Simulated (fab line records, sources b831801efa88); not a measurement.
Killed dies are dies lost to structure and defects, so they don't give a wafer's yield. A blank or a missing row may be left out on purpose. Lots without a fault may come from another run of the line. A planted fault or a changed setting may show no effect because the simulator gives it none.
Chamber matching | flow gf180mcu | GF_V4_CVD_02 on pecvd-02: 3 sister chambers
The step deposits SiO2 from TEOS, target thk 850 nm, time 94.851 s. 3 wafers are shown with their chamber, then 8 later ones without.

WAFERS WITH THEIR CHAMBER
wafer  | chamber | heater_power_w (W)
L085.6 | 1       | 661
L088.1 | 0       | 638
L092.1 | 2       | 618

WAFERS WITHOUT THEIR CHAMBER
wafer  | heater_power_w (W)
L092.3 | 612
L092.4 | 682
L094.1 | 763
L094.2 | 653
L094.6 | 675
L097.2 | 600
L097.3 | 662
L097.6 | 511

WHICH CHAMBER EACH WENT THROUGH
wafer  | from the rows above          | in truth
L092.3 | can't be placed: 2 or 0 or 1 | 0
L092.4 | can't be placed: 1 or 0 or 2 | 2
L094.1 | can't be placed: 1 or 0 or 2 | 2
L094.2 | can't be placed: 1 or 0 or 2 | 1
L094.6 | can't be placed: 1 or 0 or 2 | 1
L097.2 | can't be placed: 2 or 0 or 1 | 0
L097.3 | can't be placed: 1 or 0 or 2 | 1
L097.6 | can't be placed: 2 or 0 or 1 | 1
Placed correctly: 0 of 8. Can't be placed from these rows: 8 (the true chamber is among the candidates in 8). Placed wrongly: 0.
How it was worked out, from the rows above alone: a wafer's distance from a chamber is the root of the sum, over the readings, of the square of ((its reading less the chamber's mean) divided by the reading's scatter). The wafer belongs to the nearest chamber; if the next one is less than 2 further off, it can't be placed. A chamber's mean is the mean of its shown wafers. The scatter: with one shown wafer a chamber, the root of the mean of the squares of how far each hidden wafer lies from its nearest shown one.
